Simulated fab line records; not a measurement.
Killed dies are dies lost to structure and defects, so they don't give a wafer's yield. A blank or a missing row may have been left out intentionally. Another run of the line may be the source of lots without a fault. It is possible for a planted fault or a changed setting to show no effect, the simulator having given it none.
Problem report, 8D (eight disciplines) form, completed by code -- flow gf180mcu -- the parts of the form that need people (team, actions taken, sign-off) are left out

1. THE ISSUE
Wafers free of any fault read 199.6 nm (standard deviation 2.3) for POLY_GATE_CVD_00_THK at GF_POLY_GATE_THK_MEAS_01, against a mean of 267.4 nm on 9 wafers of 3 lots. That puts it +29 standard deviations away from the usual mean.
Earliest sighting: wafer L454.1 on film_metro-04 at day 14 02:58. The record holds 39 wafers of 13 lots with a number at this step. The rule behind "out" and "out of limits": a value lying over 4 standard deviations away from the usual mean. The other wafers with a number count as sound.

2. WHAT IT IS, WHAT IT ISN'T
question,is,is not
which readings at this step,POLY_GATE_CVD_00_THK,-
which lots,"L454, L455, L457","L436, L437, L438, L440, L441, L443, L444, L445, L450, L458"
which wafers of those lots,all that have a number,-
read on which gauges,film_metro-04,"film_metro-01, film_metro-03"
when,from day 14 02:58,up to then (27 sound wafers); but 3 sound wafers of L458 came after

3. THE SUSPECTS, EACH WITH WHAT RULES IT OUT
Counting: a tool stays on the suspect list if, at a process step up to the reading, it processed all lots that are out and no sound lot following the first of them.
- the gauge at GF_POLY_GATE_THK_MEAS_01: kept. All the wafers that are out were read on film_metro-04, and no step on other tools shows them out.
- lpcvd-02 at GF_POLY_GATE_CVD_00 (deposits poly-Si, target thk 200 nm, time 1200 s): kept. Every lot that is out went through it, starting with L454 (day 14 00:58), and after that it ran no sound lot; the last sound lot it ran before then is L444 (day 10 22:08).
After counting, lpcvd-02 at GF_POLY_GATE_CVD_00 and film_metro-04 at GF_POLY_GATE_THK_MEAS_01 remain.

4. THE CAUSE (what the simulator had put in)
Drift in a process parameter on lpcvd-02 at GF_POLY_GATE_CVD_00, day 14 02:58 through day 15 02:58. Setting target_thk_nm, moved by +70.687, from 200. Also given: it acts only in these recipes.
Of the 2 suspects that counting leaves, this tool is one.

5. THE CHAIN OF EFFECTS, in route order
One row per reading whose mean, taken over the struck wafers that have a number, lies over 3 standard deviations from the usual. Scope: only readings with a usual standard deviation given in the record; hours: median across lots of the time from each lot's start at the first step in this table that gives one to its start at this step; sigmas: change in usual standard deviations.
hours,step,reading,usual,on struck wafers,change,sigmas
0,GF_POLY_GATE_THK_MEAS_01,POLY_GATE_CVD_00_THK,199.6 nm,267.4,+67.8,+29

6. WHAT WOULD HAVE CAUGHT IT SOONER
The first out-of-limits reading at a measuring or inspecting step in this record came at day 14 02:58, 0 hours after the fault's start at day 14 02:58.
Of the tool readings at GF_POLY_GATE_CVD_00 for which the record gives a usual standard deviation, none was out on any struck wafer, so an alarm limit of 4 standard deviations on them would not have fired.
Lots out: 3; of these, L455, L457 started GF_POLY_GATE_CVD_00 on lpcvd-02 after day 14 02:58. A hold on the tool at that time would have spared those 2.
